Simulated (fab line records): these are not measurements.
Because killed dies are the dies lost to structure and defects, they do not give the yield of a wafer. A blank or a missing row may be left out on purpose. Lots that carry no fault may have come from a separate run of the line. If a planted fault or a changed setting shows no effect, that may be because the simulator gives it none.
fab line records ; flow sky130
record lots=12; wafers=36; last-day=50
route steps=708 shown FIELD_ISO@17 VT_ADJUST_HVTP@96 VT_ADJUST_LVTN@116 VT_ADJUST_NCORE@126
lots that met no fault: taken from a fault-free run of the same line
start-h: start of the lot's first displayed wafer, in hours after the record's first day ; wait-h: how many hours have passed since the lot's step before this one ; " as in the row above ; L1.1+2: one row covering several wafers at once ; - no value, or no start given ; * or withheld: withheld ; < > ~ a bound
route shown NAME@n: a module of which the file shows steps, and the number in the route of the first ; usual: mean/standard deviation taken from wafers without a fault ; same: alike in all rows ; chamber/n: place in a boat ; sites: readings site by site ; _std_site: standard deviation of those values ; _edge_site: inner sites' mean taken away from outer sites' mean ; radius-mm: for every site, how far away it sits from the centre of the wafer ; mask NAME#n: copy n ; behind: the most recent tool/chamber to have shaped the wafer ; hold: why the lot was held/for how many hours/how that ended ; device: whichever transistor did not switch (one of n, p or np) ; end of line: at the end of the route, the tests of the same wafers ; step lacking rows: just its recipe ; killed: dies that structure and defects cost at the first sort, which is not the same as the wafer's yield ; map: the dies of a wafer, with x for killed, . for not killed, _ for no die there
set.NAME: setting as actually run; set.NAME@STEP: the setting as run at that earlier step ; model.NAME: the simulator's own value behind a step, which no gauge read
route steps across a sampled set of lots; one table per step, one row per wafer
services: the hour from which a tool's chamber was out of use, counted from the record's first day as start-h (under 0 if before that day), plus the number of hours and why
## steps
# step SKY_FIELD_ISO_STRIP_16
# recipe chemistry=O2/N2; power-w=1400; pressure-mtorr=1500; platen-temp-c=withheld; o2-flow-sccm=3000; n2-flow-sccm=300; overash-fraction=0.5
# usual drypump-motor-current-A=5.6/0.36; oes-product-au=0.379/0.0049; strip-time-to-endpoint-s=3.56/0.049
lot.wafer;tool;chamber;start-h;wait-h;drypump-motor-current-A;oes-product-au;rf-hours-counter-h;strip-time-to-endpoint-s
L228.1;plasma-asher-02;0;29.94;0.0;5.1;0.386;34;3.57
L228.2;plasma-asher-02;1;29.94;0.0;5.9;0.382;34;3.62
L228.6;plasma-asher-02;1;29.94;0.0;5.9;0.379;-;3.56
L232.4;plasma-asher-02;1;52.07;0.1;5.9;0.378;-;3.54
L232.5;plasma-asher-02;1;52.07;0.1;5.9;0.384;-;3.57
L232.6;plasma-asher-02;0;52.07;0.1;5.2;0.383;-;3.57
L233.1;plasma-asher-04;0;55.06;0.0;5.1;0.377;24;3.57
L233.3;plasma-asher-04;0;55.06;0.0;5.1;0.378;-;3.44
L233.6;plasma-asher-04;0;55.06;0.0;5.1;0.376;-;3.45
L234.2;plasma-asher-02;0;61.70;0.0;5.1;0.372;37;3.51
L234.5;plasma-asher-02;1;61.70;0.0;5.9;0.382;-;3.54
L234.6;plasma-asher-02;0;61.70;0.0;5.1;0.379;-;3.65
L235.2;plasma-asher-02;0;65.10;0.0;5.1;0.372;37;3.53
L235.3;plasma-asher-02;0;65.10;0.0;5.1;0.375;-;3.55
L235.4;plasma-asher-02;1;65.10;0.0;5.9;0.374;-;3.59
L236.1;plasma-asher-03;1;69.85;0.0;6.0;0.368;38;3.49
L236.2;plasma-asher-03;0;69.85;0.0;5.6;0.377;38;3.56
L236.5;plasma-asher-03;1;69.85;0.0;6.1;0.384;-;3.56
L237.1;plasma-asher-04;0;79.18;0.0;5.1;0.381;26;3.57
L237.2;plasma-asher-04;1;79.18;0.0;5.7;0.388;26;3.64
L237.5;plasma-asher-04;0;79.18;0.0;5.1;0.376;-;3.61
L239.1;plasma-asher-02;0;86.90;0.0;5.1;0.379;39;3.52
L239.2;plasma-asher-02;1;86.90;0.0;5.9;0.387;39;3.54
L239.3;plasma-asher-02;1;86.90;0.0;5.9;0.372;-;3.47
L246.1;plasma-asher-03;0;125.56;0.0;5.7;0.371;1;3.54
L246.5;plasma-asher-03;1;125.56;0.0;6.1;0.383;-;3.55
L246.6;plasma-asher-03;0;125.56;0.0;5.7;0.376;-;3.54
L247.4;plasma-asher-03;1;131.48;0.1;6.1;0.378;-;3.47
L247.5;plasma-asher-03;0;131.48;0.1;5.7;0.383;-;3.60
L247.6;plasma-asher-03;1;131.48;0.1;6.1;0.387;-;3.58
L250.2;plasma-asher-03;0;143.56;0.0;5.7;0.379;2;3.49
L250.4;plasma-asher-03;0;143.56;0.0;5.7;0.375;-;3.58
L250.6;plasma-asher-03;0;143.56;0.0;5.7;0.376;-;3.52
L251.1;plasma-asher-04;1;148.16;0.0;5.6;0.380;33;3.53
L251.2;plasma-asher-04;0;148.16;0.0;5.1;0.372;33;3.61
L251.6;plasma-asher-04;0;148.16;0.0;5.1;0.380;-;3.53
# step SKY_VT_ADJUST_HVTP_TW_MEAS_11
# usual VT_ADJUST_HVTP_TW=1349/7.1
lot.wafer;tool;chamber;start-h;wait-h;VT_ADJUST_HVTP_TW
L228.1;film-metro-03;-;123.19;0.1;1355
L228.2;film-metro-03;-;123.19;0.1;1352
L228.6;film-metro-03;-;123.19;0.1;1349
L232.4;film-metro-03;-;151.52;0.1;1341
L232.5;film-metro-03;-;151.52;0.1;1342
L232.6;film-metro-03;-;151.52;0.1;1347
L233.1;film-metro-03;-;154.32;0.1;1346
L233.3;film-metro-03;-;154.32;0.1;1333
L233.6;film-metro-03;-;154.32;0.1;1345
L234.2;film-metro-03;-;164.38;0.1;1338
L234.5;film-metro-03;-;164.38;0.1;1345
L234.6;film-metro-03;-;164.38;0.1;1347
L235.2;film-metro-04;-;169.14;0.1;1360
L235.3;film-metro-04;-;169.14;0.1;1352
L235.4;film-metro-04;-;169.14;0.1;1351
L236.1;film-metro-03;-;171.94;0.1;1335
L236.2;film-metro-03;-;171.94;0.1;1346
L236.5;film-metro-03;-;171.94;0.1;1337
L237.1;film-metro-03;-;183.87;0.1;1342
L237.2;film-metro-03;-;183.87;0.1;1350
L237.5;film-metro-03;-;183.87;0.1;1345
L239.1;film-metro-03;-;195.04;0.1;1343
L239.2;film-metro-03;-;195.04;0.1;1338
L239.3;film-metro-03;-;195.04;0.1;1346
L246.1;film-metro-01;-;238.38;0.1;1350
L246.5;film-metro-01;-;238.38;0.1;1342
L246.6;film-metro-01;-;238.38;0.1;1347
L247.4;film-metro-01;-;245.50;0.1;1357
L247.5;film-metro-01;-;245.50;0.1;1360
L247.6;film-metro-01;-;245.50;0.1;1357
L250.2;film-metro-04;-;261.75;0.1;1356
L250.4;film-metro-04;-;261.75;0.1;1364
L250.6;film-metro-04;-;261.75;0.1;1362
L251.1;film-metro-04;-;268.64;0.1;1354
L251.2;film-metro-04;-;268.64;0.1;1354
L251.6;film-metro-04;-;268.64;0.1;1356
# step SKY_VT_ADJUST_LVTN_IMPLANT_19
# recipe species=B; energy-kev=30; dose-cm2=6.5e+11; tilt-deg=withheld
# usual beam-on-s=9.99/0.23; faraday-current-uA=3.67/0.081
lot.wafer;tool;chamber;start-h;wait-h;beam-on-s;faraday-current-uA
L228.1;implanter-01;0;163.11;0.0;10.01;3.68
L228.2;implanter-01;0;163.11;0.0;9.61;3.83
L228.6;implanter-01;0;163.11;0.0;10.21;3.59
L232.4;implanter-04;0;192.14;0.1;10.13;3.59
L232.5;implanter-04;0;192.14;0.1;9.65;3.80
L232.6;implanter-04;0;192.14;0.1;9.93;3.68
L233.1;implanter-01;0;194.82;0.0;9.74;3.76
L233.3;implanter-01;0;194.82;0.0;9.99;3.68
L233.6;implanter-01;0;194.82;0.0;10.23;3.60
L234.2;implanter-01;0;205.44;0.0;9.85;3.72
L234.5;implanter-01;0;205.44;0.0;10.05;3.65
L234.6;implanter-01;0;205.44;0.0;9.96;3.69
L235.2;implanter-01;0;210.40;0.0;9.90;3.71
L235.3;implanter-01;0;210.40;0.0;10.33;3.53
L235.4;implanter-01;0;210.40;0.0;10.12;3.64
L236.1;implanter-02;0;214.57;0.0;10.20;3.61
L236.2;implanter-02;0;214.57;0.0;10.04;3.65
L236.5;implanter-02;0;214.57;0.0;10.52;3.48
L237.1;implanter-02;0;227.61;0.0;9.64;3.78
L237.2;implanter-02;0;227.61;0.0;10.33;3.55
L237.5;implanter-02;0;227.61;0.0;10.49;3.49
L239.1;implanter-01;0;240.97;0.0;10.41;3.53
L239.2;implanter-01;0;240.97;0.0;10.04;3.63
L239.3;implanter-01;0;240.97;0.0;10.03;3.64
L246.1;implanter-01;0;287.51;0.0;11.78;3.12
L246.5;implanter-01;0;287.51;0.0;12.18;3.02
L246.6;implanter-01;0;287.51;0.0;11.87;3.07
L247.4;implanter-01;0;296.20;0.1;11.97;3.06
L247.5;implanter-01;0;296.20;0.1;11.75;3.11
L247.6;implanter-01;0;296.20;0.1;12.08;3.03
L250.2;implanter-04;0;312.09;0.0;10.04;3.65
L250.4;implanter-04;0;312.09;0.0;10.00;3.67
L250.6;implanter-04;0;312.09;0.0;10.07;3.63
L251.1;implanter-04;0;318.87;0.0;9.68;3.76
L251.2;implanter-04;0;318.87;0.0;10.45;3.50
L251.6;implanter-04;0;318.87;0.0;9.87;3.70
# step SKY_VT_ADJUST_LVTN_TW_MEAS_21
# usual VT_ADJUST_LVTN_2_TW=188.3/1.2
lot.wafer;tool;chamber;start-h;wait-h;VT_ADJUST_LVTN_2_TW
L228.1;film-metro-02;-;163.36;0.1;189.5
L228.2;film-metro-02;-;163.36;0.1;187.7
L228.6;film-metro-02;-;163.36;0.1;188.8
L232.4;film-metro-04;-;192.34;0.1;189.1
L232.5;film-metro-04;-;192.34;0.1;188.5
L232.6;film-metro-04;-;192.34;0.1;187.4
L233.1;film-metro-02;-;195.07;0.1;188.8
L233.3;film-metro-02;-;195.07;0.1;189.3
L233.6;film-metro-02;-;195.07;0.1;189.2
L234.2;film-metro-04;-;205.67;0.1;187.3
L234.5;film-metro-04;-;205.67;0.1;188.7
L234.6;film-metro-04;-;205.67;0.1;188.5
L235.2;film-metro-03;-;210.63;0.1;185.7
L235.3;film-metro-03;-;210.63;0.1;187.3
L235.4;film-metro-03;-;210.63;0.1;186.4
L236.1;film-metro-03;-;214.82;0.1;185.3
L236.2;film-metro-03;-;214.82;0.1;187.0
L236.5;film-metro-03;-;214.82;0.1;187.1
L237.1;film-metro-03;-;227.86;0.1;186.1
L237.2;film-metro-03;-;227.86;0.1;186.1
L237.5;film-metro-03;-;227.86;0.1;185.2
L239.1;film-metro-02;-;241.22;0.1;189.8
L239.2;film-metro-02;-;241.22;0.1;188.2
L239.3;film-metro-02;-;241.22;0.1;189.2
L246.1;film-metro-02;-;287.76;0.1;199.4
L246.5;film-metro-02;-;287.76;0.1;200.4
L246.6;film-metro-02;-;287.76;0.1;199.0
L247.4;film-metro-04;-;296.40;0.1;198.5
L247.5;film-metro-04;-;296.40;0.1;198.8
L247.6;film-metro-04;-;296.40;0.1;199.2
L250.2;film-metro-04;-;312.32;0.1;189.3
L250.4;film-metro-04;-;312.32;0.1;187.9
L250.6;film-metro-04;-;312.32;0.1;188.6
L251.1;film-metro-03;-;319.12;0.1;184.8
L251.2;film-metro-03;-;319.12;0.1;186.1
L251.6;film-metro-03;-;319.12;0.1;185.6
# step SKY_VT_ADJUST_NCORE_CD_MEAS_07
# recipe target-cd-nm=380
# usual cd-nm=379.8/2.2
lot.wafer;tool;chamber;start-h;wait-h;cd-nm
L228.1;cd-sem-01;-;183.34;0.1;379.1
L228.2;cd-sem-01;-;183.34;0.1;379.7
L228.6;cd-sem-01;-;183.34;0.1;378.4
L232.4;cd-sem-01;-;214.90;0.1;381.9
L232.5;cd-sem-01;-;214.90;0.1;382.8
L232.6;cd-sem-01;-;214.90;0.1;380.9
L233.1;cd-sem-01;-;218.12;0.1;377.7
L233.3;cd-sem-01;-;218.12;0.1;381.3
L233.6;cd-sem-01;-;218.12;0.1;379.5
L234.2;cd-sem-01;-;228.26;0.1;379.6
L234.5;cd-sem-01;-;228.26;0.1;379.7
L234.6;cd-sem-01;-;228.26;0.1;381.2
L235.2;cd-sem-01;-;233.31;0.1;379.1
L235.3;cd-sem-01;-;233.31;0.1;383.1
L235.4;cd-sem-01;-;233.31;0.1;381.6
L236.1;cd-sem-02;-;237.44;0.1;378.2
L236.2;cd-sem-02;-;237.44;0.1;377.3
L236.5;cd-sem-02;-;237.44;0.1;378.9
L237.1;cd-sem-01;-;250.67;0.1;384.0
L237.2;cd-sem-01;-;250.67;0.1;380.5
L237.5;cd-sem-01;-;250.67;0.1;382.8
L239.1;cd-sem-01;-;265.34;0.1;379.4
L239.2;cd-sem-01;-;265.34;0.1;377.6
L239.3;cd-sem-01;-;265.34;0.1;377.6
L246.1;cd-sem-01;-;312.99;0.1;378.2
L246.5;cd-sem-01;-;312.99;0.1;376.9
L246.6;cd-sem-01;-;312.99;0.1;378.8
L247.4;cd-sem-01;-;322.03;0.1;379.8
L247.5;cd-sem-01;-;322.03;0.1;383.7
L247.6;cd-sem-01;-;322.03;0.1;382.9
L250.2;cd-sem-01;-;339.20;0.1;381.3
L250.4;cd-sem-01;-;339.20;0.1;378.9
L250.6;cd-sem-01;-;339.20;0.1;379.1
L251.1;cd-sem-01;-;345.93;0.1;380.2
L251.2;cd-sem-01;-;345.93;0.1;381.0
L251.6;cd-sem-01;-;345.93;0.1;382.0
## services
tool;chamber;start-h;hours;kind
implanter-01;-;9.19;6.3;repair
plasma-asher-04;-;13.26;14.6;pm
plasma-asher-02;-;53.30;5.4;repair
implanter-02;-;64.87;10.2;pm
implanter-04;-;85.88;1.2;repair
plasma-asher-04;-;88.64;0.7;repair
plasma-asher-03;-;104.93;4.3;pm
plasma-asher-03;-;109.26;9.0;pm
implanter-02;-;119.16;4.7;repair
plasma-asher-02;-;123.66;3.7;repair
implanter-01;-;127.46;2.6;pm
implanter-04;-;134.91;4.1;repair
plasma-asher-03;-;161.29;8.1;repair
implanter-04;-;170.52;3.4;repair
implanter-02;-;186.45;5.1;repair
plasma-asher-02;-;197.02;3.7;repair
plasma-asher-04;-;210.57;2.8;pm
implanter-01;-;213.21;3.8;repair
plasma-asher-02;-;219.82;1.9;repair
implanter-04;-;234.87;3.2;pm
implanter-04;-;266.90;6.8;repair
implanter-01;-;269.16;10.2;repair
implanter-04;-;280.59;4.5;repair
implanter-04;-;289.30;3.2;pm
## key
first-sign step=SKY_VT_ADJUST_LVTN_IMPLANT_19; reading=beam-on-s; direction=up; sigmas=8.5; usual=9.99; struck=11.94
effect step=SKY_VT_ADJUST_LVTN_IMPLANT_19; reading=faraday-current-uA; direction=down; sigmas=7.4; usual=3.67; struck=3.07
effect step=SKY_VT_ADJUST_LVTN_TW_MEAS_21; reading=VT_ADJUST_LVTN_2_TW; direction=up; sigmas=9; usual=188.3; struck=199.2
met-at SKY_VT_ADJUST_LVTN_IMPLANT_19
struck-lots L246,L247
tester-left-out L246,L247
not-acting-at SKY_FIELD_ISO_STRIP_16,SKY_VT_ADJUST_HVTP_TW_MEAS_11,SKY_VT_ADJUST_NCORE_CD_MEAS_07
onset-between 240.97 287.51
fault kind=process-parameter-drift; tool=implanter-01; chamber=-; onset-h=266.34; steps=SKY_VT_ADJUST_LVTN_IMPLANT_19; channel=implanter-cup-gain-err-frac; offset=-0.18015; shape=step; end-h=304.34
# tester-left-out: of these lots the tester's yield and bins aren't shown, on N5 and GAA mostly nor the transistor test; their killed dies are dies lost to structure and defects alone, not to doping, threshold or leakage, so they don't give the yield
